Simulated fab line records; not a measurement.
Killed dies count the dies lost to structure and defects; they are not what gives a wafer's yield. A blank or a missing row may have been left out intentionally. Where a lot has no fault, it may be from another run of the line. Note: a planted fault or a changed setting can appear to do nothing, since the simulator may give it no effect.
What tool caused it? || flow gf180mcu || 72 wafers from 24 lots sampled at 4 of the route's 602 steps

## WHAT THE GAUGES SHOWED, per wafer
GF_HV_LDD_CD_MEAS_31: the cd target is 400 nm. Usual: cd_nm 400.0 nm, standard deviation 1.8.
{"lot": "L074", "measured": "day 11 14:29", "on": "cd_sem-01", "cd_nm (nm)": "401.1 400.6 400.8", "flag": ""}
{"lot": "L075", "measured": "day 11 20:46", "on": "cd_sem-01", "cd_nm (nm)": "403.5 401.5 401.9", "flag": ""}
{"lot": "L076", "measured": "day 12 04:01", "on": "cd_sem-02", "cd_nm (nm)": "399.9 401.6 398.6", "flag": ""}
{"lot": "L077", "measured": "day 12 08:19", "on": "cd_sem-02", "cd_nm (nm)": "401.5 400.1 400.5", "flag": ""}
{"lot": "L078", "measured": "day 12 15:52", "on": "cd_sem-02", "cd_nm (nm)": "400.5 401.3 400.5", "flag": ""}
{"lot": "L079", "measured": "day 12 23:09", "on": "cd_sem-02", "cd_nm (nm)": "400.1 398.8 402.1", "flag": ""}
{"lot": "L080", "measured": "day 13 04:59", "on": "cd_sem-01", "cd_nm (nm)": "399.5 397.9 398.6", "flag": ""}
{"lot": "L081", "measured": "day 13 15:59", "on": "cd_sem-02", "cd_nm (nm)": "399.2 401.2 399.9", "flag": ""}
{"lot": "L082", "measured": "day 13 22:07", "on": "cd_sem-02", "cd_nm (nm)": "397.8 398.5 398.5", "flag": ""}
{"lot": "L083", "measured": "day 14 06:10", "on": "cd_sem-01", "cd_nm (nm)": "399.4 398.5 397.0", "flag": ""}
{"lot": "L084", "measured": "day 14 14:11", "on": "cd_sem-01", "cd_nm (nm)": "397.6 397.9 397.6", "flag": ""}
{"lot": "L085", "measured": "day 15 00:37", "on": "cd_sem-01", "cd_nm (nm)": "399.9 399.0 397.7", "flag": ""}
{"lot": "L086", "measured": "day 15 06:49", "on": "cd_sem-02", "cd_nm (nm)": "402.5 401.3 402.8", "flag": ""}
{"lot": "L087", "measured": "day 15 11:04", "on": "cd_sem-02", "cd_nm (nm)": "398.8 401.9 400.5", "flag": ""}
{"lot": "L088", "measured": "day 16 02:44", "on": "cd_sem-02", "cd_nm (nm)": "400.0 399.4 401.3", "flag": ""}
{"lot": "L089", "measured": "day 16 15:58", "on": "cd_sem-02", "cd_nm (nm)": "401.5 398.6 399.7", "flag": ""}
{"lot": "L090", "measured": "day 16 18:13", "on": "cd_sem-01", "cd_nm (nm)": "400.4 399.7 400.4", "flag": ""}
{"lot": "L091", "measured": "day 17 12:22", "on": "cd_sem-01", "cd_nm (nm)": "398.1 395.5 396.9", "flag": ""}
{"lot": "L092", "measured": "day 17 13:47", "on": "cd_sem-02", "cd_nm (nm)": "400.0 399.0 400.0", "flag": ""}
{"lot": "L093", "measured": "day 18 05:11", "on": "cd_sem-02", "cd_nm (nm)": "400.2 396.1 398.9", "flag": ""}
{"lot": "L095", "measured": "day 18 07:20", "on": "cd_sem-01", "cd_nm (nm)": "403.8 404.1 406.2", "flag": ""}
{"lot": "L094", "measured": "day 18 07:40", "on": "cd_sem-02", "cd_nm (nm)": "397.8 398.4 398.5", "flag": ""}
{"lot": "L096", "measured": "day 18 17:36", "on": "cd_sem-02", "cd_nm (nm)": "400.9 400.0 402.3", "flag": ""}
{"lot": "L097", "measured": "day 19 06:17", "on": "cd_sem-02", "cd_nm (nm)": "400.4 399.2 398.6", "flag": ""}

GF_CONTACT_RS_MEAS_25: uses a four-point probe to measure. Usual: CONTACT_W_RS gives 0.383 ohm/sq (standard deviation 0.0046).
{"lot": "L074", "measured": "day 16 03:17", "on": "film_metro-01", "CONTACT_W_RS (ohm/sq)": "0.381 0.389 0.386", "flag": ""}
{"lot": "L075", "measured": "day 16 11:08", "on": "film_metro-03", "CONTACT_W_RS (ohm/sq)": "0.380 0.378 0.386", "flag": ""}
{"lot": "L076", "measured": "day 16 19:31", "on": "film_metro-01", "CONTACT_W_RS (ohm/sq)": "0.393 0.393 0.390", "flag": ""}
{"lot": "L077", "measured": "day 16 22:59", "on": "film_metro-02", "CONTACT_W_RS (ohm/sq)": "0.382 0.378 0.378", "flag": ""}
{"lot": "L078", "measured": "day 17 09:53", "on": "film_metro-02", "CONTACT_W_RS (ohm/sq)": "0.387 0.388 0.396", "flag": ""}
{"lot": "L079", "measured": "day 17 18:40", "on": "film_metro-03", "CONTACT_W_RS (ohm/sq)": "0.387 0.392 0.386", "flag": ""}
{"lot": "L080", "measured": "day 18 01:11", "on": "film_metro-01", "CONTACT_W_RS (ohm/sq)": "0.380 0.383 0.381", "flag": ""}
{"lot": "L081", "measured": "day 18 14:02", "on": "film_metro-01", "CONTACT_W_RS (ohm/sq)": "0.386 0.387 0.385", "flag": ""}
{"lot": "L082", "measured": "day 18 21:04", "on": "film_metro-03", "CONTACT_W_RS (ohm/sq)": "0.382 0.383 0.387", "flag": ""}
{"lot": "L083", "measured": "day 19 07:28", "on": "film_metro-03", "CONTACT_W_RS (ohm/sq)": "0.379 0.377 0.379", "flag": ""}
{"lot": "L084", "measured": "day 19 16:14", "on": "film_metro-03", "CONTACT_W_RS (ohm/sq)": "0.386 0.387 0.386", "flag": ""}
{"lot": "L085", "measured": "day 20 04:33", "on": "film_metro-01", "CONTACT_W_RS (ohm/sq)": "0.387 0.383 0.386", "flag": ""}
{"lot": "L086", "measured": "day 20 10:13", "on": "film_metro-02", "CONTACT_W_RS (ohm/sq)": "0.376 0.380 0.381", "flag": ""}
{"lot": "L087", "measured": "day 20 15:07", "on": "film_metro-02", "CONTACT_W_RS (ohm/sq)": "0.381 0.379 0.381", "flag": ""}
{"lot": "L088", "measured": "day 21 08:18", "on": "film_metro-02", "CONTACT_W_RS (ohm/sq)": "0.381 0.378 0.380", "flag": ""}
{"lot": "L089", "measured": "day 21 20:49", "on": "film_metro-03", "CONTACT_W_RS (ohm/sq)": "0.378 0.378 0.379", "flag": ""}
{"lot": "L090", "measured": "day 22 01:25", "on": "film_metro-03", "CONTACT_W_RS (ohm/sq)": "0.383 0.386 0.380", "flag": ""}
{"lot": "L091", "measured": "day 22 18:08", "on": "film_metro-02", "CONTACT_W_RS (ohm/sq)": "0.381 0.382 0.384", "flag": ""}
{"lot": "L092", "measured": "day 22 23:41", "on": "film_metro-02", "CONTACT_W_RS (ohm/sq)": "0.386 0.386 0.389", "flag": ""}
{"lot": "L093", "measured": "day 23 11:07", "on": "film_metro-01", "CONTACT_W_RS (ohm/sq)": "0.384 0.388 0.385", "flag": ""}
{"lot": "L095", "measured": "day 23 13:22", "on": "film_metro-01", "CONTACT_W_RS (ohm/sq)": "0.380 0.388 0.381", "flag": ""}
{"lot": "L094", "measured": "day 23 13:49", "on": "film_metro-03", "CONTACT_W_RS (ohm/sq)": "0.384 0.383 0.377", "flag": ""}
{"lot": "L096", "measured": "day 23 23:09", "on": "film_metro-02", "CONTACT_W_RS (ohm/sq)": "0.386 0.387 0.390", "flag": ""}
{"lot": "L097", "measured": "day 24 09:02", "on": "film_metro-03", "CONTACT_W_RS (ohm/sq)": "0.379 0.380 0.381", "flag": ""}

## WHICH TOOL RAN EACH LOT (tool, then ch and the chambers of the sampled wafers, then the start)
{"lot": "L074", "GF_NSD_STRIP_11": "plasma_asher-04 ch 0,1, day 13 09:22", "GF_PSD_RTA_13": "rtp_anneal-01 ch 0, day 14 06:13"}
{"lot": "L075", "GF_NSD_STRIP_11": "plasma_asher-03 ch 0,1, day 13 15:53", "GF_PSD_RTA_13": "rtp_anneal-02 ch 0, day 14 12:51"}
{"lot": "L076", "GF_NSD_STRIP_11": "plasma_asher-04 ch 0,1, day 14 00:05", "GF_PSD_RTA_13": "rtp_anneal-02 ch 0, day 14 21:30"}
{"lot": "L077", "GF_NSD_STRIP_11": "plasma_asher-03 ch 0,1, day 14 03:14", "GF_PSD_RTA_13": "rtp_anneal-01 ch 0, day 15 00:55"}
{"lot": "L078", "GF_NSD_STRIP_11": "plasma_asher-04 ch 0,1, day 14 12:17", "GF_PSD_RTA_13": "rtp_anneal-01 ch 0, day 15 10:26"}
{"lot": "L079", "GF_NSD_STRIP_11": "plasma_asher-03 ch 0,1, day 14 20:04", "GF_PSD_RTA_13": "rtp_anneal-02 ch 0, day 15 17:26"}
{"lot": "L080", "GF_NSD_STRIP_11": "plasma_asher-03 ch 0,1, day 15 02:26", "GF_PSD_RTA_13": "rtp_anneal-02 ch 0, day 16 00:13"}
{"lot": "L081", "GF_NSD_STRIP_11": "plasma_asher-02 ch 0,1, day 15 14:37", "GF_PSD_RTA_13": "rtp_anneal-02 ch 0, day 16 13:20"}
{"lot": "L082", "GF_NSD_STRIP_11": "plasma_asher-02 ch 1, day 15 21:44", "GF_PSD_RTA_13": "rtp_anneal-01 ch 0, day 16 20:41"}
{"lot": "L083", "GF_NSD_STRIP_11": "plasma_asher-03 ch 1, day 16 05:29", "GF_PSD_RTA_13": "rtp_anneal-01 ch 0, day 17 05:07"}
{"lot": "L084", "GF_NSD_STRIP_11": "plasma_asher-04 ch 0,1, day 16 13:55", "GF_PSD_RTA_13": "rtp_anneal-01 ch 0, day 17 13:43"}
{"lot": "L085", "GF_NSD_STRIP_11": "plasma_asher-02 ch 0, day 17 01:46", "GF_PSD_RTA_13": "rtp_anneal-02 ch 0, day 18 01:00"}
{"lot": "L086", "GF_NSD_STRIP_11": "plasma_asher-02 ch 0,1, day 17 08:50", "GF_PSD_RTA_13": "rtp_anneal-02 ch 0, day 18 07:09"}
{"lot": "L087", "GF_NSD_STRIP_11": "plasma_asher-04 ch 0,1, day 17 12:19", "GF_PSD_RTA_13": "rtp_anneal-01 ch 0, day 18 11:18"}
{"lot": "L088", "GF_NSD_STRIP_11": "plasma_asher-03 ch 0, day 18 04:44", "GF_PSD_RTA_13": "rtp_anneal-01 ch 0, day 19 05:27"}
{"lot": "L089", "GF_NSD_STRIP_11": "plasma_asher-03 ch 0,1, day 18 17:58", "GF_PSD_RTA_13": "rtp_anneal-02 ch 0, day 19 19:10"}
{"lot": "L090", "GF_NSD_STRIP_11": "plasma_asher-03 ch 0,1, day 18 22:10", "GF_PSD_RTA_13": "rtp_anneal-01 ch 0, day 19 22:32"}
{"lot": "L091", "GF_NSD_STRIP_11": "plasma_asher-04 ch 0, day 19 16:56", "GF_PSD_RTA_13": "rtp_anneal-01 ch 0, day 20 17:21"}
{"lot": "L092", "GF_NSD_STRIP_11": "plasma_asher-02 ch 0,1, day 19 22:25", "GF_PSD_RTA_13": "rtp_anneal-02 ch 0, day 20 22:47"}
{"lot": "L093", "GF_NSD_STRIP_11": "plasma_asher-04 ch 0,1, day 20 09:52", "GF_PSD_RTA_13": "rtp_anneal-02 ch 0, day 21 10:39"}
{"lot": "L095", "GF_NSD_STRIP_11": "plasma_asher-02 ch 0,1, day 20 13:05", "GF_PSD_RTA_13": "rtp_anneal-01 ch 0, day 21 13:24"}
{"lot": "L094", "GF_NSD_STRIP_11": "plasma_asher-03 ch 0,1, day 20 13:34", "GF_PSD_RTA_13": "rtp_anneal-02 ch 0, day 21 13:58"}
{"lot": "L096", "GF_NSD_STRIP_11": "plasma_asher-02 ch 0,1, day 20 23:07", "GF_PSD_RTA_13": "rtp_anneal-01 ch 0, day 21 22:59"}
{"lot": "L097", "GF_NSD_STRIP_11": "plasma_asher-03 ch 0,1, day 21 09:56", "GF_PSD_RTA_13": "rtp_anneal-01 ch 0, day 22 09:17"}
- GF_NSD_STRIP_11: strips in O2/N2.
- GF_PSD_RTA_13: time 20 s.

## WHAT THE TOOLS THEMSELVES READ (means of the sampled wafers that have a number; where no wafer has one, the mark that the record gives instead)
GF_NSD_STRIP_11. Usual: drypump_motor_current_A 5.82 A, standard deviation 0.16; heater_power_w 347 W, standard deviation 31; o2_flow_sccm 3000 sccm, standard deviation 9.2; oes_product_au 0.487 a.u., standard deviation 0.0049; strip_time_to_endpoint_s 22.96 s, standard deviation 0.034.
{"lot": "L074", "tool": "plasma_asher-04", "drypump_motor_current_A (A)": 5.95, "heater_power_w (W)": 339, "o2_flow_sccm (sccm)": 2994, "oes_product_au (a.u.)": 0.489, "strip_time_to_endpoint_s (s)": 22.97, "flag": ""}
{"lot": "L075", "tool": "plasma_asher-03", "drypump_motor_current_A (A)": 5.77, "heater_power_w (W)": 373, "o2_flow_sccm (sccm)": 2999, "oes_product_au (a.u.)": 0.485, "strip_time_to_endpoint_s (s)": 23.00, "flag": ""}
{"lot": "L076", "tool": "plasma_asher-04", "drypump_motor_current_A (A)": 6.00, "heater_power_w (W)": 346, "o2_flow_sccm (sccm)": 2997, "oes_product_au (a.u.)": 0.483, "strip_time_to_endpoint_s (s)": 22.89, "flag": ""}
{"lot": "L077", "tool": "plasma_asher-03", "drypump_motor_current_A (A)": 5.85, "heater_power_w (W)": 373, "o2_flow_sccm (sccm)": 2997, "oes_product_au (a.u.)": 0.490, "strip_time_to_endpoint_s (s)": 22.95, "flag": ""}
{"lot": "L078", "tool": "plasma_asher-04", "drypump_motor_current_A (A)": 5.96, "heater_power_w (W)": 340, "o2_flow_sccm (sccm)": 2992, "oes_product_au (a.u.)": 0.483, "strip_time_to_endpoint_s (s)": 22.95, "flag": ""}
{"lot": "L079", "tool": "plasma_asher-03", "drypump_motor_current_A (A)": 5.84, "heater_power_w (W)": 381, "o2_flow_sccm (sccm)": 3008, "oes_product_au (a.u.)": 0.486, "strip_time_to_endpoint_s (s)": 22.96, "flag": ""}
{"lot": "L080", "tool": "plasma_asher-03", "drypump_motor_current_A (A)": 5.77, "heater_power_w (W)": 377, "o2_flow_sccm (sccm)": 2994, "oes_product_au (a.u.)": 0.492, "strip_time_to_endpoint_s (s)": 22.95, "flag": ""}
{"lot": "L081", "tool": "plasma_asher-02", "drypump_motor_current_A (A)": 5.73, "heater_power_w (W)": 312, "o2_flow_sccm (sccm)": 3004, "oes_product_au (a.u.)": 0.485, "strip_time_to_endpoint_s (s)": 22.92, "flag": ""}
{"lot": "L082", "tool": "plasma_asher-02", "drypump_motor_current_A (A)": 5.83, "heater_power_w (W)": 298, "o2_flow_sccm (sccm)": 3001, "oes_product_au (a.u.)": 0.483, "strip_time_to_endpoint_s (s)": 22.94, "flag": ""}
{"lot": "L083", "tool": "plasma_asher-03", "drypump_motor_current_A (A)": 5.90, "heater_power_w (W)": 383, "o2_flow_sccm (sccm)": 2991, "oes_product_au (a.u.)": 0.489, "strip_time_to_endpoint_s (s)": 22.94, "flag": ""}
{"lot": "L084", "tool": "plasma_asher-04", "drypump_motor_current_A (A)": 6.02, "heater_power_w (W)": 345, "o2_flow_sccm (sccm)": 2993, "oes_product_au (a.u.)": 0.487, "strip_time_to_endpoint_s (s)": 22.98, "flag": ""}
{"lot": "L085", "tool": "plasma_asher-02", "drypump_motor_current_A (A)": 5.57, "heater_power_w (W)": 326, "o2_flow_sccm (sccm)": 3000, "oes_product_au (a.u.)": 0.485, "strip_time_to_endpoint_s (s)": 22.96, "flag": ""}
{"lot": "L086", "tool": "plasma_asher-02", "drypump_motor_current_A (A)": 5.63, "heater_power_w (W)": 317, "o2_flow_sccm (sccm)": 2991, "oes_product_au (a.u.)": 0.487, "strip_time_to_endpoint_s (s)": 22.97, "flag": ""}
{"lot": "L087", "tool": "plasma_asher-04", "drypump_motor_current_A (A)": 6.01, "heater_power_w (W)": 344, "o2_flow_sccm (sccm)": 3005, "oes_product_au (a.u.)": 0.487, "strip_time_to_endpoint_s (s)": 23.00, "flag": ""}
{"lot": "L088", "tool": "plasma_asher-03", "drypump_motor_current_A (A)": 5.70, "heater_power_w (W)": 377, "o2_flow_sccm (sccm)": 3006, "oes_product_au (a.u.)": 0.483, "strip_time_to_endpoint_s (s)": 22.97, "flag": ""}
{"lot": "L089", "tool": "plasma_asher-03", "drypump_motor_current_A (A)": 5.77, "heater_power_w (W)": 371, "o2_flow_sccm (sccm)": 3009, "oes_product_au (a.u.)": 0.488, "strip_time_to_endpoint_s (s)": 23.04, "flag": ""}
{"lot": "L090", "tool": "plasma_asher-03", "drypump_motor_current_A (A)": 5.83, "heater_power_w (W)": 379, "o2_flow_sccm (sccm)": 2997, "oes_product_au (a.u.)": 0.482, "strip_time_to_endpoint_s (s)": 22.95, "flag": ""}
{"lot": "L091", "tool": "plasma_asher-04", "drypump_motor_current_A (A)": 5.87, "heater_power_w (W)": 328, "o2_flow_sccm (sccm)": 3006, "oes_product_au (a.u.)": 0.484, "strip_time_to_endpoint_s (s)": 23.00, "flag": ""}
{"lot": "L092", "tool": "plasma_asher-02", "drypump_motor_current_A (A)": 5.64, "heater_power_w (W)": 310, "o2_flow_sccm (sccm)": 2999, "oes_product_au (a.u.)": 0.486, "strip_time_to_endpoint_s (s)": 22.99, "flag": ""}
{"lot": "L093", "tool": "plasma_asher-04", "drypump_motor_current_A (A)": 6.02, "heater_power_w (W)": 342, "o2_flow_sccm (sccm)": 2995, "oes_product_au (a.u.)": 0.487, "strip_time_to_endpoint_s (s)": 22.97, "flag": ""}
{"lot": "L095", "tool": "plasma_asher-02", "drypump_motor_current_A (A)": 5.73, "heater_power_w (W)": 299, "o2_flow_sccm (sccm)": 3008, "oes_product_au (a.u.)": 0.488, "strip_time_to_endpoint_s (s)": 22.94, "flag": ""}
{"lot": "L094", "tool": "plasma_asher-03", "drypump_motor_current_A (A)": 5.77, "heater_power_w (W)": 379, "o2_flow_sccm (sccm)": 3010, "oes_product_au (a.u.)": 0.490, "strip_time_to_endpoint_s (s)": 22.96, "flag": ""}
{"lot": "L096", "tool": "plasma_asher-02", "drypump_motor_current_A (A)": 5.64, "heater_power_w (W)": 307, "o2_flow_sccm (sccm)": 2999, "oes_product_au (a.u.)": 0.485, "strip_time_to_endpoint_s (s)": 22.94, "flag": ""}
{"lot": "L097", "tool": "plasma_asher-03", "drypump_motor_current_A (A)": 5.76, "heater_power_w (W)": 377, "o2_flow_sccm (sccm)": 3004, "oes_product_au (a.u.)": 0.488, "strip_time_to_endpoint_s (s)": 22.95, "flag": ""}

GF_PSD_RTA_13. Usual: lamp_power_pct 33.2 %, standard deviation 0.86; wafer_temp_C_max 1031.2, standard deviation 1.5.
{"lot": "L074", "tool": "rtp_anneal-01", "lamp_power_pct (%)": 34.0, "wafer_temp_C_max": 1030.0, "flag": ""}
{"lot": "L075", "tool": "rtp_anneal-02", "lamp_power_pct (%)": 32.3, "wafer_temp_C_max": 1031.6, "flag": ""}
{"lot": "L076", "tool": "rtp_anneal-02", "lamp_power_pct (%)": 32.3, "wafer_temp_C_max": 1031.6, "flag": ""}
{"lot": "L077", "tool": "rtp_anneal-01", "lamp_power_pct (%)": 34.0, "wafer_temp_C_max": 1030.8, "flag": ""}
{"lot": "L078", "tool": "rtp_anneal-01", "lamp_power_pct (%)": 34.0, "wafer_temp_C_max": 1029.8, "flag": ""}
{"lot": "L079", "tool": "rtp_anneal-02", "lamp_power_pct (%)": 32.3, "wafer_temp_C_max": 1032.4, "flag": ""}
{"lot": "L080", "tool": "rtp_anneal-02", "lamp_power_pct (%)": 32.3, "wafer_temp_C_max": 1032.6, "flag": ""}
{"lot": "L081", "tool": "rtp_anneal-02", "lamp_power_pct (%)": 32.3, "wafer_temp_C_max": 1031.1, "flag": ""}
{"lot": "L082", "tool": "rtp_anneal-01", "lamp_power_pct (%)": 34.0, "wafer_temp_C_max": 1030.2, "flag": ""}
{"lot": "L083", "tool": "rtp_anneal-01", "lamp_power_pct (%)": 34.0, "wafer_temp_C_max": 1031.5, "flag": ""}
{"lot": "L084", "tool": "rtp_anneal-01", "lamp_power_pct (%)": 34.0, "wafer_temp_C_max": 1030.1, "flag": ""}
{"lot": "L085", "tool": "rtp_anneal-02", "lamp_power_pct (%)": 32.3, "wafer_temp_C_max": 1031.5, "flag": ""}
{"lot": "L086", "tool": "rtp_anneal-02", "lamp_power_pct (%)": 32.3, "wafer_temp_C_max": 1032.3, "flag": ""}
{"lot": "L087", "tool": "rtp_anneal-01", "lamp_power_pct (%)": 34.0, "wafer_temp_C_max": 1030.0, "flag": ""}
{"lot": "L088", "tool": "rtp_anneal-01", "lamp_power_pct (%)": 34.0, "wafer_temp_C_max": 1030.5, "flag": ""}
{"lot": "L089", "tool": "rtp_anneal-02", "lamp_power_pct (%)": 32.3, "wafer_temp_C_max": 1031.5, "flag": ""}
{"lot": "L090", "tool": "rtp_anneal-01", "lamp_power_pct (%)": 34.0, "wafer_temp_C_max": 1029.7, "flag": ""}
{"lot": "L091", "tool": "rtp_anneal-01", "lamp_power_pct (%)": 34.0, "wafer_temp_C_max": 1030.3, "flag": ""}
{"lot": "L092", "tool": "rtp_anneal-02", "lamp_power_pct (%)": 32.3, "wafer_temp_C_max": 1031.2, "flag": ""}
{"lot": "L093", "tool": "rtp_anneal-02", "lamp_power_pct (%)": 32.2, "wafer_temp_C_max": 1032.6, "flag": ""}
{"lot": "L095", "tool": "rtp_anneal-01", "lamp_power_pct (%)": 34.0, "wafer_temp_C_max": 1030.9, "flag": ""}
{"lot": "L094", "tool": "rtp_anneal-02", "lamp_power_pct (%)": 32.2, "wafer_temp_C_max": 1032.4, "flag": ""}
{"lot": "L096", "tool": "rtp_anneal-01", "lamp_power_pct (%)": 34.0, "wafer_temp_C_max": 1030.0, "flag": ""}
{"lot": "L097", "tool": "rtp_anneal-01", "lamp_power_pct (%)": 34.0, "wafer_temp_C_max": 1030.9, "flag": ""}

## THE ANSWER, worked out from the rows above alone
Rule: a lot is off if the mean of its wafers that have a number lies more than 3 standard deviations from the usual mean. Also off: a lot with no number at a reading for which 4 or more lots have one. Any other lot the step has rows for is counted as sound. First the gauges in route order, then the tools' own readings, where a lot's mean is used as printed above. The first step at which some lot is off is used, and at that step the reading that is off furthest; a lot without a number counts as furthest.
No lot is off on any of the readings shown, so nothing can be concluded from this.

## WHAT WAS PUT IN BY THE SIMULATOR
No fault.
